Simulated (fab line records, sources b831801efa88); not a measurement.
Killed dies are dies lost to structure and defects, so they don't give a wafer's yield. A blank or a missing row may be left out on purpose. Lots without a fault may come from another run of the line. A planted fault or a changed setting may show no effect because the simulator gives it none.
fab line records | flow sky130
record lots=6 wafers=18 last_day=50
route steps=708 shown RES_PROTECT@210 POLY_GATE@213 PAD_OPEN@708
lots that met no fault: from a run of the same line without faults
start_h: hours from the record's first day to the start of the lot's first wafer shown | wait_h: hours since the lot's step before | " the same as in the row above | L1.1+2: a row that stands for several wafers | - no value, or no start given | * or withheld: withheld | < > ~ a bound
route shown NAME@n: a module of which the file shows steps, and the number in the route of the first | usual: mean/standard deviation of fault-free wafers | same: alike in all rows | chamber/n: place in a boat | sites: the reading at each site | _std_site: their standard deviation | _edge_site: outer sites' mean less inner sites' | radius_mm: how far each site lies from the wafer's centre | mask NAME#n: copy n | behind: the tool/chamber that last shaped the wafer | hold: why the lot was held/for how many hours/how that ended | device: the transistor (n, p or np) that didn't switch | end of line: the same wafers' tests at the end of the route | a step without rows: its recipe alone | killed: dies lost to structure and defects at the first sort, not the wafer's yield | map: a wafer's dies, x killed, . not, _ none there
set.NAME: the setting as run; set.NAME@STEP: as run at that earlier step | model.NAME: the simulator's own value behind a step, which no gauge read
lots at some steps of the route; a table a step, a row a wafer
services: from which hour (start_h, from the record's first day; less than 0 if before it) a tool's chamber was out of use, for how many hours, and why
## steps
# step SKY_RES_PROTECT_EXPOSE_04
# recipe mask_id=RPM na=0.6 source_shape=conventional sigma_outer=0.6 polarization=unpolarized target_cd_nm=1270 dose_mj=131
# step SKY_RES_PROTECT_PEB_05
# recipe temp_c=withheld time_s=* resist=NOVOLAK
# step SKY_RES_PROTECT_DEVELOP_06
# recipe resist=NOVOLAK developer=TMAH develop_time_s=60 dev_temp_c=23
# step SKY_POLY_GATE_IMPLANT_02
# recipe species=P energy_kev=30 dose_cm2=7.7e+15 tilt_deg=0
# step SKY_RES_PROTECT_STRIP_07
# recipe chemistry=O2/N2 power_w=1400 pressure_mtorr=1500 platen_temp_c=withheld o2_flow_sccm=3000 n2_flow_sccm=300 overash_fraction=0.5
# usual drypump_motor_current_A=5.7/0.49 oes_product_au=0.517/0.0047 strip_time_to_endpoint_s=23.29/0.042
# columns lot.wafer tool chamber start_h wait_h drypump_motor_current_A oes_product_au rf_hours_counter_h strip_time_to_endpoint_s
L722.1 plasma_asher-02 1 387.22 0.1 5.5 0.514 65 23.24
L722.2 " 0 " " 6.3 0.517 65 23.27
L722.6 " 0 " " 6.3 0.521 - 23.28
L726.1 plasma_asher-02 0 409.46 0.1 6.4 0.517 68 23.27
L726.4 " 0 " " 6.4 0.522 - 23.28
L726.6 " 0 " " 6.3 0.520 - 23.29
L731.2 plasma_asher-04 1 453.57 0.1 4.7 0.525 32 23.28
L731.4 " 1 " " 4.7 0.511 - 23.27
L731.5 " 1 " " 4.7 0.512 - 23.29
L732.2 plasma_asher-02 1 459.31 0.1 5.5 0.504 3 23.26
L732.4 " 0 " " 6.3 0.512 - 23.29
L732.5 " 1 " " 5.6 0.509 - 23.24
L733.2 plasma_asher-03 1 472.16 0.1 5.4 0.516 67 23.26
L733.4 " 1 " " 5.3 0.514 - 23.24
L733.6 " 1 " " 5.4 0.516 - 23.24
L741.1 plasma_asher-02 0 544.72 0.1 6.3 0.518 11 23.26
L741.5 " 1 " " 5.6 0.512 - 23.28
L741.6 " 0 " " 6.3 0.513 - 23.28
# step SKY_RES_PROTECT_TW_MEAS_08
# usual POLY_GATE_TW=4027/17
# columns lot.wafer tool chamber start_h wait_h POLY_GATE_TW
L722.1 film_metro-04 - 387.32 0.1 4038
L722.2 " - " " 4036
L722.6 " - " " 4038
L726.1 film_metro-01 - 409.56 0.1 4017
L726.4 " - " " 4008
L726.6 " - " " 4026
L731.2 film_metro-01 - 453.68 0.1 4033
L731.4 " - " " 4054
L731.5 " - " " 4028
L732.2 film_metro-01 - 459.42 0.1 4008
L732.4 " - " " 4020
L732.5 " - " " 4028
L733.2 film_metro-02 - 472.27 0.1 4033
L733.4 " - " " 4003
L733.6 " - " " 4024
L741.1 film_metro-01 - 544.82 0.1 4024
L741.5 " - " " 4019
L741.6 " - " " 4021
# step SKY_RES_PROTECT_CLEAN_09
# recipe chemistry=SC1/SC2 mix=1:4:20 temp_c=70 time_s=150 dry=n2_spin
# step SKY_POLY_GATE_CVD_03
# recipe material=Si3N4 precursor=DCS/NH3 target_thk_nm=75 temp_c=770 time_s=1290 pressure_mtorr=250
# step SKY_POLY_GATE_THK_MEAS_04
# recipe reads=Si3N4_of_POLY_GATE_CVD_03
# usual POLY_GATE_CVD_03_THK=75.3/0.92
# columns lot.wafer tool chamber start_h wait_h POLY_GATE_CVD_03_THK[nm]
L722.1 film_metro-04 - 389.18 0.0 74.9
L722.2 " - " " 74.3
L722.6 " - " " 73.6
L726.1 film_metro-03 - 411.70 0.0 74.5
L726.4 " - " " 75.2
L726.6 " - " " 74.5
L731.2 film_metro-04 - 456.43 0.0 75.6
L731.4 " - " " 75.6
L731.5 " - " " 74.8
L732.2 film_metro-01 - 460.89 0.0 74.2
L732.4 " - " " 74.4
L732.5 " - " " 74.4
L733.2 film_metro-01 - 473.74 0.0 75.6
L733.4 " - " " 75.7
L733.6 " - " " 75.9
L741.1 film_metro-04 - 547.38 0.0 76.9
L741.5 " - " " 76.9
L741.6 " - " " 77.1
# step SKY_POLY_GATE_DEHYDRATE_05
# recipe temp_c=200 time_s=60
# step SKY_POLY_GATE_HMDS_06
# recipe prime_time_s=60 prime_temp_c=120
# step SKY_POLY_GATE_COAT_07
# recipe resist=BARC temp_c=withheld time_s=withheld spin_rpm=3000 resist_thk_nm=110
# step SKY_POLY_GATE_COAT_08
# recipe resist=KrF-thick spin_rpm=3000 resist_thk_nm=450
# usual exhaust_pa=44.8/0.9 spin_speed_rpm=3000.2/2
# columns lot.wafer tool chamber start_h wait_h exhaust_pa spin_speed_rpm model.KrF-thick_of_POLY_GATE_COAT_08.thk_nm
L722.1 litho_track-03 0 403 - 44.6 2998.2 449.5
L722.2 " 0 " " 45.8 3002.8 450.8
L722.6 " 0 " " 45.9 2998.9 450.1
L726.1 litho_track-01 0 426 - 44.9 2998.6 449.5
L726.4 " 0 " " 45.4 3002.1 450.9
L726.6 " 0 " " 43.3 2999.4 450.1
L731.2 litho_track-01 0 472 - 46.6 3906.0 393.9
L731.4 " 0 " " 45.3 3908.6 393.4
L731.5 " 0 " " 44.2 3907.7 393.3
L732.2 litho_track-04 0 476 - 44.1 3000.1 451.2
L732.4 " 0 " " 44.6 2999.5 451.6
L732.5 " 0 " " 45.7 3003.8 450.2
L733.2 litho_track-01 0 488 - 44.6 3906.6 394.8
L733.4 " 0 " " 45.0 3904.5 395.2
L733.6 " 0 " " 45.5 3908.2 393.6
L741.1 litho_track-01 0 562 - 44.2 2997.9 448.5
L741.5 " 0 " " 44.5 3007.0 449.2
L741.6 " 0 " " 44.7 3004.0 449
# step SKY_POLY_GATE_SOFTBAKE_09
# recipe temp_c=100 time_s=90 resist=KrF-thick
# step SKY_POLY_GATE_EXPOSE_10
# recipe mask_id=P1M na=0.68 source_shape=conventional sigma_outer=0.6 target_cd_nm=150 dose_mj=28
# step SKY_POLY_GATE_PEB_11
# recipe peb_temp_c=withheld peb_time_s=withheld resist=KrF-thick
# step SKY_POLY_GATE_DEVELOP_12
# recipe develop_time_s=60 resist=KrF-thick dev_temp_c=21
# step SKY_POLY_GATE_CD_MEAS_13
# recipe target_cd_nm=150
# usual cd_nm=149.8/1.5
# columns lot.wafer tool chamber start_h wait_h cd_nm
L722.1 cd_sem-02 - 419.27 - 150.4
L722.2 " - " " 150.3
L722.6 " - " " 151.1
L726.1 cd_sem-01 - 441.38 - 147.2
L726.4 " - " " 146.8
L726.6 " - " " 146.5
L731.2 cd_sem-02 - 487.24 - 148.0
L731.4 " - " " 147.8
L731.5 " - " " 148.2
L732.2 cd_sem-02 - 491.84 - 149.0
L732.4 " - " " 151.0
L732.5 " - " " 149.0
L733.2 cd_sem-02 - 504.14 - 148.8
L733.4 " - " " 148.4
L733.6 " - " " 148.9
L741.1 cd_sem-02 - 576.77 - 150.3
L741.5 " - " " 149.8
L741.6 " - " " 150.0
# step SKY_POLY_GATE_OVL_MEAS_14
# usual POLY_GATE_OVL=-2/5.1
# columns lot.wafer tool chamber start_h wait_h POLY_GATE_OVL[nm]
L722.1 overlay-01 - 419.39 0.1 -8
L722.2 " - " " -8
L722.6 " - " " -1
L726.1 overlay-02 - 441.50 0.1 -12
L726.4 " - " " -11
L726.6 " - " " -4
L731.2 overlay-01 - 487.35 0.1 -6
L731.4 " - " " -6
L731.5 " - " " -1
L732.2 overlay-02 - 491.95 0.1 -2
L732.4 " - " " 4
L732.5 " - " " 0
L733.2 overlay-02 - 504.25 0.1 3
L733.4 " - " " 4
L733.6 " - " " 5
L741.1 overlay-02 - 576.89 0.1 -7
L741.5 " - " " -9
L741.6 " - " " -6
# step SKY_POLY_GATE_ETCH_15
# recipe chemistry=N2/H2 target=BARC ion_energy_ev=200 source_w=500 bias_w=100 pressure_mtorr=30 n2_flow_sccm=100 h2_flow_sccm=200 stop_on=SiO2 time_s=118.5 target_depth_a=1100
# usual bias_w=100.0/0.33 drypump_motor_current_A=5.6/0.43 oes_product_au=0.716/0.0044 throttle_valve_pct=13.213/0.0094
# columns lot.wafer tool chamber start_h wait_h bias_w drypump_motor_current_A oes_product_au rf_hours_counter_h throttle_valve_pct
L722.1 rie_diel-04 3 419.43 0.0 99.6 6.3 0.713 63 13.222
L722.2 " 0 " " 99.7 5.1 0.715 79 13.216
L722.6 " 2 " " 99.7 5.8 0.713 - 13.215
L726.1 rie_diel-04 2 441.54 0.0 100.3 5.8 0.720 6 13.224
L726.4 " 0 " " 99.8 5.1 0.720 79 13.209
L726.6 " 3 " " 100.1 6.3 0.721 - 13.222
L731.2 rie_diel-03 3 487.38 0.0 100.2 5.6 0.720 0 13.205
L731.4 " 0 " " 99.9 6.3 0.719 27 13.222
L731.5 " 0 " " 100.0 6.2 0.723 - 13.222
L732.2 rie_diel-03 2 491.98 0.0 99.5 6.2 0.715 5 13.220
L732.4 " 3 " " 99.9 5.6 0.716 0 13.205
L732.5 " 3 " " 100.2 5.6 0.714 - 13.223
L733.2 rie_diel-04 0 504.28 0.0 99.6 5.1 0.713 80 13.219
L733.4 " 3 " " 99.8 6.3 0.716 64 13.222
L733.6 " 0 " " 99.6 5.1 0.723 - 13.204
L741.1 rie_diel-03 0 576.93 0.0 99.8 6.3 0.714 29 13.217
L741.5 " 3 " " 100.4 5.7 0.714 - 13.204
L741.6 " 2 " " 100.3 6.2 0.713 - 13.204
# step SKY_POLY_GATE_ETCH_16
# recipe stop_on=poly-Si chemistry=CH3F/O2 target=Si3N4 source_w=400 bias_w=80 pressure_mtorr=25 ch3f_flow_sccm=40 O2_flow_sccm=30 time_s=147.5 target_depth_a=750
# usual bias_w=79.98/0.27 drypump_motor_current_A=5.6/0.43 oes_product_au=0.641/0.0056 throttle_valve_pct=10.537/0.0093
# columns lot.wafer tool chamber start_h wait_h bias_w drypump_motor_current_A oes_product_au rf_hours_counter_h throttle_valve_pct
L722.1 rie_diel-04 3 419.51 0.0 80.01 6.3 0.642 63 10.517
L722.2 " 0 " " 80.27 5.1 0.641 79 10.541
L722.6 " 2 " " 79.70 5.8 0.639 - 10.528
L726.1 rie_diel-04 2 441.62 0.0 79.80 5.8 0.640 6 10.525
L726.4 " 0 " " 80.19 5.1 0.641 79 10.546
L726.6 " 3 " " 80.05 6.3 0.634 - 10.545
L731.2 rie_diel-03 3 487.46 0.0 79.61 5.6 0.654 0 10.537
L731.4 " 0 " " 80.12 6.2 0.644 27 10.526
L731.5 " 0 " " 80.20 6.2 0.641 - 10.542
L732.2 rie_diel-03 2 492.06 0.0 80.34 6.2 0.642 5 10.518
L732.4 " 3 " " 80.42 5.6 0.641 1 10.551
L732.5 " 3 " " 80.32 5.6 0.634 - 10.535
L733.2 rie_diel-04 0 504.36 0.0 79.84 5.1 0.654 80 10.538
L733.4 " 3 " " 80.40 6.3 0.638 64 10.527
L733.6 " 0 " " 79.80 5.1 0.639 - 10.533
L741.1 rie_diel-03 0 577.01 0.0 80.02 6.2 0.647 29 10.531
L741.5 " 3 " " 80.24 5.6 0.645 - 10.550
L741.6 " 2 " " 79.94 6.2 0.645 - 10.542
# step SKY_POLY_GATE_ETCH_17
# recipe target_depth_nm=180 stop_on=SiO2 over_etch_frac=0.56667 chemistry=HBr/Cl2 target=poly-Si icp_w=400 bias_w=100 pressure_mtorr=10 HBr_flow_sccm=150 Cl2_flow_sccm=50 time_s=70.5
# usual HBr_flow_sccm=150.1/0.43 bias_w=99.98/0.26 drypump_motor_current_A=5.9/0.36 mfc_cl2_sccm=49.99/0.16 oes_product_au=0.989/0.0086 throttle_valve_pct=33.683/0.0094
# columns lot.wafer tool chamber start_h wait_h HBr_flow_sccm bias_w drypump_motor_current_A mfc_cl2_sccm oes_product_au rf_hours_counter_h throttle_valve_pct model.KrF-thick_of_POLY_GATE_COAT_08.thk_nm
L722.1 rie_si-02 0 419.61 0.0 149.7 99.57 6.1 50.26 0.978 5 33.687 138
L722.2 " 2 " " 149.2 100.07 6.4 50.04 0.991 6 33.692 138.5
L722.6 " 3 " " 150.2 100.24 5.4 49.86 0.986 - 33.681 138.9
L726.1 rie_si-02 0 441.72 0.0 149.8 99.69 6.1 49.82 0.979 5 33.674 138.5
L726.4 " 2 " " 150.4 100.04 6.4 49.99 0.987 6 33.671 139.6
L726.6 " 2 " " 150.7 99.60 6.5 49.72 0.989 - 33.659 136.3
L731.2 rie_si-02 0 487.56 0.0 150.9 100.45 6.1 50.11 0.977 5 33.689 86.53
L731.4 " 1 " " 149.8 100.16 6.2 49.91 0.984 2 33.707 79.66
L731.5 " 3 " " 149.8 99.97 5.4 49.74 0.979 - 33.671 80.72
L732.2 rie_si-01 3 492.16 0.0 149.9 99.80 5.4 50.15 0.984 5 33.675 140.7
L732.4 " 1 " " 150.2 99.98 5.6 49.99 1.001 4 33.683 141.2
L732.5 " 1 " " 150.7 99.78 5.6 49.92 1.000 - 33.671 139.8
L733.2 rie_si-02 2 504.46 0.0 150.2 100.29 6.4 49.76 0.983 6 33.676 80.82
L733.4 " 0 " " 149.8 99.86 6.1 50.13 0.980 5 33.673 81.71
L733.6 " 3 " " 150.2 99.61 5.4 49.77 0.986 - 33.688 80.23
L741.1 rie_si-02 1 577.11 0.0 149.6 100.09 6.2 49.97 0.980 2 33.699 136.8
L741.5 " 0 " " 150.0 100.28 6.1 49.74 0.984 - 33.690 139.3
L741.6 " 1 " " 148.9 99.91 6.2 49.82 0.976 - 33.700 140
# step SKY_POLY_GATE_STRIP_18
# recipe chemistry=O2/N2 power_w=1400 pressure_mtorr=1500 platen_temp_c=withheld o2_flow_sccm=3000 n2_flow_sccm=300 overash_fraction=0.5
# usual drypump_motor_current_A=5.4/0.46 oes_product_au=0.360/0.0047 strip_time_to_endpoint_s=3.144/0.029
# columns lot.wafer tool chamber start_h wait_h drypump_motor_current_A oes_product_au rf_hours_counter_h strip_time_to_endpoint_s
L722.1 plasma_asher-01 1 419.66 0.0 5.1 0.358 74 3.160
L722.2 " 0 " " 4.9 0.363 74 3.141
L722.6 " 0 " " 4.9 0.362 - 3.153
L726.1 plasma_asher-02 1 441.78 0.0 5.5 0.361 1 3.144
L726.4 " 0 " " 6.3 0.364 - 3.158
L726.6 " 0 " " 6.3 0.363 - 3.122
L731.2 plasma_asher-01 0 487.61 0.0 4.9 0.332 81 2.569
L731.4 " 1 " " 5.1 0.331 - 2.511
L731.5 " 1 " " 5.1 0.333 - 2.512
L732.2 plasma_asher-03 1 492.22 0.0 5.3 0.357 69 3.180
L732.4 " 1 " " 5.4 0.361 - 3.171
L732.5 " 0 " " 5.5 0.365 - 3.161
L733.2 plasma_asher-03 1 504.52 0.0 5.3 0.331 70 2.518
L733.4 " 0 " " 5.5 0.332 - 2.518
L733.6 " 1 " " 5.4 0.330 - 2.498
L741.1 plasma_asher-01 0 577.16 0.0 4.9 0.360 90 3.129
L741.5 " 1 " " 5.1 0.358 - 3.133
L741.6 " 0 " " 4.9 0.363 - 3.181
# step SKY_POLY_GATE_CLEAN_19
# recipe chemistry=SC1/SC2 mix=1:4:20 temp_c=70 time_s=150 dry=n2_spin
# step SKY_PAD_OPEN_PROBE_99
# usual killed_at_M0_to_M3=43/7.1 killed_at_M4_up=3.1/1.7 killed_at_contacts=23/5.1 killed_at_front_end=14/4.4 killed_at_other=0.3/0.47 killed_dies=84/9.9 killed_open=45/6.6 killed_short=38/6.8
# same gross_dies=492 killed_at_back_side=0
# columns lot.wafer tool chamber start_h wait_h killed_at_M0_to_M3 killed_at_M4_up killed_at_contacts killed_at_front_end killed_at_other killed_dies killed_open killed_short
L722.1 prober-01 - 1111.13 0.1 36 1 27 21 0 85 36 49
L722.2 prober-01 - 1111.18 0.1 42 1 25 21 0 89 51 38
L722.6 prober-01 - 1111.38 0.2 28 3 23 17 0 71 41 30
L726.1 prober-01 - 1126.54 0.1 45 1 16 17 0 79 41 38
L726.4 prober-01 - 1126.69 0.2 44 4 23 19 1 91 51 40
L726.6 prober-01 - 1126.79 0.2 39 2 27 13 0 81 37 44
L731.2 prober-02 - 1155.99 0.1 41 2 24 14 0 81 42 39
L731.4 prober-02 - 1156.09 0.2 53 5 10 8 0 76 38 38
L731.5 prober-02 - 1156.14 0.2 43 3 27 14 1 88 44 44
L732.2 prober-01 - 1158.90 0.1 50 0 23 19 0 92 53 39
L732.4 prober-01 - 1159.00 0.2 45 5 24 6 0 80 41 39
L732.5 prober-01 - 1159.05 0.2 45 5 13 14 0 77 43 34
L733.2 prober-02 - 1165.43 0.1 35 2 31 13 0 81 48 33
L733.4 prober-02 - 1165.53 0.2 36 4 29 8 0 77 40 37
L733.6 prober-02 - 1165.63 0.2 55 4 17 14 0 90 43 47
# killed by level:class
L722.1 FIELD_ISO:geometric_particle:short=10 FIELD_ISO:geometric_particle:open=8 CONTACT:geometric_particle:open=8 LI_CONTACT:geometric_particle:open=7 METAL2:geometric_particle:short=7 VIA1:geometric_particle:open=6 LI_CONTACT:geometric_particle:short=5 VIA1:geometric_particle:short=4
L722.2 VIA1:geometric_particle:open=12 VIA3:geometric_particle:open=10 CONTACT:geometric_particle:open=9 METAL2:geometric_particle:short=8 LOCAL_INTERCONNECT:geometric_particle:short=7 FIELD_ISO:geometric_particle:short=6 FIELD_ISO:geometric_particle:open=4 VIA2:geometric_particle:open=4
L722.6 LI_CONTACT:geometric_particle:open=9 FIELD_ISO:geometric_particle:open=7 CONTACT:geometric_particle:open=6 VIA1:geometric_particle:open=6 FIELD_ISO:geometric_particle:short=4 VIA1:geometric_particle:short=3 METAL1:geometric_particle:short=3 POLY_GATE:geometric_particle:short=3
L726.1 VIA1:geometric_particle:open=15 METAL2:geometric_particle:short=8 FIELD_ISO:geometric_particle:short=7 FIELD_ISO:geometric_particle:open=6 CONTACT:geometric_particle:open=6 METAL1:geometric_particle:short=5 VIA1:geometric_particle:short=5 LI_CONTACT:geometric_particle:open=4
L726.4 VIA2:geometric_particle:open=10 CONTACT:geometric_particle:open=9 VIA1:geometric_particle:open=8 VIA1:geometric_particle:short=6 POLY_GATE:geometric_particle:open=5 LI_CONTACT:geometric_particle:open=5 VIA3:geometric_particle:open=5 FIELD_ISO:geometric_particle:short=4
L726.6 VIA1:geometric_particle:open=11 CONTACT:geometric_particle:short=10 CONTACT:geometric_particle:open=9 METAL2:geometric_particle:short=7 FIELD_ISO:geometric_particle:short=4 METAL1:geometric_particle:short=4 VIA2:geometric_particle:open=4 POLY_GATE:geometric_particle:open=3
L731.2 CONTACT:geometric_particle:open=10 VIA1:geometric_particle:open=10 VIA3:geometric_particle:open=7 METAL2:geometric_particle:short=6 METAL1:geometric_particle:short=6 CONTACT:geometric_particle:short=5 FIELD_ISO:geometric_particle:short=4 LOCAL_INTERCONNECT:geometric_particle:short=3
L731.4 VIA1:geometric_particle:open=17 VIA1:geometric_particle:short=9 METAL1:geometric_particle:short=8 METAL2:geometric_particle:short=7 POLY_GATE:geometric_particle:open=3 LI_CONTACT:geometric_particle:open=3 CONTACT:geometric_particle:short=3 CONTACT:geometric_particle:open=3
L731.5 VIA1:geometric_particle:open=10 CONTACT:geometric_particle:open=8 METAL1:geometric_particle:short=8 LOCAL_INTERCONNECT:geometric_particle:short=7 VIA3:geometric_particle:open=6 CONTACT:geometric_particle:short=6 METAL2:geometric_particle:short=6 POLY_GATE:geometric_particle:open=5
L732.2 VIA1:geometric_particle:open=12 VIA1:geometric_particle:short=10 LI_CONTACT:geometric_particle:open=8 CONTACT:geometric_particle:open=8 VIA2:geometric_particle:short=6 VIA2:geometric_particle:open=6 POLY_GATE:geometric_particle:open=5 METAL2:geometric_particle:short=5
L732.4 VIA1:geometric_particle:open=10 VIA1:geometric_particle:short=9 LOCAL_INTERCONNECT:geometric_particle:short=8 VIA3:geometric_particle:open=7 LI_CONTACT:geometric_particle:open=6 METAL2:geometric_particle:short=6 CONTACT:geometric_particle:open=5 VIA2:geometric_particle:short=4
L732.5 VIA1:geometric_particle:open=11 METAL1:geometric_particle:short=10 CONTACT:geometric_particle:open=7 VIA3:geometric_particle:open=7 FIELD_ISO:geometric_particle:short=5 LI_CONTACT:geometric_particle:open=5 VIA2:geometric_particle:open=5 POLY_GATE:geometric_particle:open=4
L733.2 LI_CONTACT:geometric_particle:open=13 CONTACT:geometric_particle:open=12 METAL2:geometric_particle:short=8 METAL3:geometric_particle:short=4 VIA1:geometric_particle:open=4 VIA3:geometric_particle:open=4 FIELD_ISO:geometric_particle:short=3 POLY_GATE:geometric_particle:short=3
L733.4 CONTACT:geometric_particle:open=11 VIA2:geometric_particle:open=8 LI_CONTACT:geometric_particle:open=7 VIA3:geometric_particle:open=6 CONTACT:geometric_particle:short=5 METAL1:geometric_particle:short=5 LOCAL_INTERCONNECT:geometric_particle:short=4 VIA3:geometric_particle:short=4
L733.6 METAL1:geometric_particle:short=9 VIA2:geometric_particle:open=9 VIA1:geometric_particle:open=7 VIA2:geometric_particle:short=7 CONTACT:geometric_particle:open=6 LI_CONTACT:geometric_particle:open=5 VIA1:geometric_particle:short=5 FIELD_ISO:geometric_particle:short=4
## services
# columns tool chamber start_h hours kind
plasma_asher-04 - 365.37 24.4 repair
rie_diel-04 2 369.65 1.3 repair
rie_diel-04 - 370.78 2.8 pm
rie_si-01 3 374.53 21.8 repair
rie_si-01 - 379.28 14.6 pm
rie_diel-04 - 380.60 14.6 pm
plasma_asher-01 - 408.87 9.4 repair
plasma_asher-04 - 419.74 0.4 repair
plasma_asher-02 - 421.25 9.0 pm
plasma_asher-02 0 421.25 9.0 vent_cycle
plasma_asher-02 1 421.25 9.0 vent_cycle
plasma_asher-02 0 430.25 - clean
plasma_asher-02 1 430.25 - clean
rie_diel-03 3 452.08 - clean
rie_diel-03 3 452.08 16.2 scheduled_down
rie_diel-03 3 452.08 16.2 vent_cycle
plasma_asher-03 - 461.51 1.4 repair
rie_si-01 3 463.91 2.7 repair
rie_si-01 1 515.00 10.7 repair
rie_diel-04 0 562.09 - clean
rie_diel-04 0 562.09 32.9 scheduled_down
rie_diel-04 0 562.09 32.9 vent_cycle
rie_diel-03 - 570.12 0.7 repair
## key
first_sign step=SKY_POLY_GATE_COAT_08 reading=spin_speed_rpm direction=up sigmas=99+ usual=3000.2 struck=3906.9
effect step=SKY_POLY_GATE_STRIP_18 reading=strip_time_to_endpoint_s direction=down sigmas=22 usual=* struck=*
model_effect step=SKY_POLY_GATE_COAT_08 value=KrF-thick_of_POLY_GATE_COAT_08.thk_nm without=449.8 struck=394
model_effect step=SKY_POLY_GATE_ETCH_17 value=KrF-thick_of_POLY_GATE_COAT_08.thk_nm without=137.3 struck=81.61
met_at SKY_POLY_GATE_COAT_08
struck_wafers L731.2,L731.4,L731.5,L733.2,L733.4,L733.6
tester_left_out L731,L733
onset_between 426 472
fault kind=process_parameter_drift tool=litho_track-01 chamber=- onset_h=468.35 steps=SKY_POLY_GATE_COAT_08 channel=spin_rpm offset=908.76 shape=step end_h=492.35 acts_in=these_recipes_only stated=3000
# tester_left_out: of these lots the tester's yield and bins aren't shown, on N5 and GAA mostly nor the transistor test; their killed dies are dies lost to structure and defects alone, not to doping, threshold or leakage, so they don't give the yield
